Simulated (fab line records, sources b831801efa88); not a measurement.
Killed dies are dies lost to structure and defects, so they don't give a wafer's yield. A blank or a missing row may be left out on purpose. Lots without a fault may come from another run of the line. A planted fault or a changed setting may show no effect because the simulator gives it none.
A struck lot beside a sound one | flow gf180mcu | 35 steps out of a route of 602
Sound: wafers L102.2, L102.3, L102.5. Struck: wafers L109.1, L109.2, L109.6. The cause comes at the end.
At each step with rows: each side's tool, then ch and its chambers, then its first start. Under that, the readings that differ: sound wafers | struck wafers | difference of the means | sigmas: that difference in standard deviations of wafers without a fault.
alike: readings whose means differ by less than 2 such deviations, and words and numbers that are the same on both sides. not compared: withheld readings, readings that some wafer has no value for, bounds like >300 that may hide the same value, and numbers for which the record gives no deviation and whose values overlap.
The two part at a step that has a row with sigmas, a row that says differs or no value, or rows on one side only. Numbers that don't overlap but have no deviation are shown without sigmas and don't part them. A reading that every wafer of one side lacks parts them only if that side has two wafers or more.

first, 10 steps without rows for these wafers: GF_VT_IMPLANT_IMPLANT_30; GF_VT_IMPLANT_STRIP_31 (strips in O2/N2); GF_VT_IMPLANT_DEHYDRATE_33 (time 60 s); GF_VT_IMPLANT_HMDS_34 (prime time 60 s); GF_VT_IMPLANT_COAT_35 (resist thk 1000 nm); GF_VT_IMPLANT_SOFTBAKE_36 (time 60 s); GF_VT_IMPLANT_EXPOSE_37 (exposes mask Nwell HV AREA, target cd 860 nm); GF_VT_IMPLANT_PEB_38; GF_VT_IMPLANT_DEVELOP_39 (develop time 60 s); GF_VT_IMPLANT_IMPLANT_41.
GF_VT_IMPLANT_STRIP_42: strips in O2/N2.
  sound on plasma_asher-01 ch 0,1, day 7 14:12; struck on plasma_asher-02 ch 0,1, day 9 09:21
  reading                      | sound             | struck            | difference | sigmas
  strip_time_to_endpoint_s (s) | 12.58 12.56 12.57 | 12.64 12.64 12.65 | +0.07      | +2
  alike: drypump_motor_current_A, heater_power_w, n2_flow_sccm, oes_product_au
  not compared: rf_hours_counter_h
then, 21 steps without rows for these wafers: GF_VT_IMPLANT_CLEAN_44 (cleans in SC1/SC2, time 150 s); GF_VT_IMPLANT_RTA_45 (time 30 s); GF_VT_IMPLANT_WET_ETCH_50 (etches SiO2 in dHF, target depth 20 nm, time 386.5 s); GF_DUAL_GATE_CLEAN_00 (cleans in SC1/SC2, time 150 s); GF_DUAL_GATE_CLEAN_01 (cleans in dHF, time 20 s); GF_DUAL_GATE_OXIDATION_02 (stabilise 600 s, purge 300 s, target thk 10.887 nm); GF_DUAL_GATE_DEHYDRATE_04 (time 60 s); GF_DUAL_GATE_HMDS_05 (prime time 60 s); GF_DUAL_GATE_COAT_06 (resist thk 1000 nm); GF_DUAL_GATE_SOFTBAKE_07 (time 60 s); GF_DUAL_GATE_EXPOSE_08 (exposes mask Dualgate, target cd 700 nm); GF_DUAL_GATE_PEB_09; GF_DUAL_GATE_DEVELOP_10 (develop time 60 s); GF_DUAL_GATE_WET_ETCH_12 (etches SiO2 in dHF, target depth 13 nm, time 260 s); GF_DUAL_GATE_STRIP_13 (strips in O2/N2); GF_DUAL_GATE_CLEAN_14 (cleans in SC1/SC2, time 150 s); GF_DUAL_GATE_OXIDATION_15 (stabilise 600 s, purge 300 s, target thk 7.098 nm); GF_POLY_GATE_CVD_00 (deposits poly-Si, target thk 200 nm, time 1200 s); GF_POLY_GATE_DEHYDRATE_02 (time 60 s); GF_POLY_GATE_HMDS_03 (prime time 60 s); GF_POLY_GATE_COAT_04.
-- the record jumps here: 14 days lie between the struck wafers' starts before and after (it left off in module POLY_GATE and takes up again in module V2, whose first step shown is number 398 of the route) --
GF_V2_ETCH_16: etches BARC in N2/H2.
  sound on rie_diel-03 ch 0,1,3, day 20 10:16; struck on rie_diel-04 ch 0,1,3, day 22 21:50
  reading             | sound           | struck            | difference | sigmas
  model.V2.cd_nm (nm) | 257 255.7 255.9 | 261.3 260.2 260.2 | +4.4       |
  alike: drypump_motor_current_A, n2_flow_sccm, oes_product_au, rf_fwd_power_W, throttle_valve_pct
GF_V2_ETCH_17: etches SiO2 in C4F8/O2/Ar, stops on TiN, target depth 630 nm.
  sound on rie_diel-03 ch 0,1,3; struck on rie_diel-04 ch 0,1,3
  reading             | sound             | struck          | difference | sigmas
  model.V2.cd_nm (nm) | 256.7 254.7 255.8 | 261.4 258.4 260 | +4.2       |
  alike: oes_product_au, rf_fwd_power_W
-- the record jumps here: 8 days lie between the struck wafers' starts before and after (it left off in module V2 and takes up again in module PASSIVATION, whose first step shown is number 602 of the route) --
GF_PASSIVATION_PROBE_99:
  the record has rows for the struck wafers here (prober-02, day 31 01:38) and none for the sound ones

WHERE THEY PART
First at GF_VT_IMPLANT_STRIP_42; last, within this record, at GF_PASSIVATION_PROBE_99.

WHY: what the simulator had put in
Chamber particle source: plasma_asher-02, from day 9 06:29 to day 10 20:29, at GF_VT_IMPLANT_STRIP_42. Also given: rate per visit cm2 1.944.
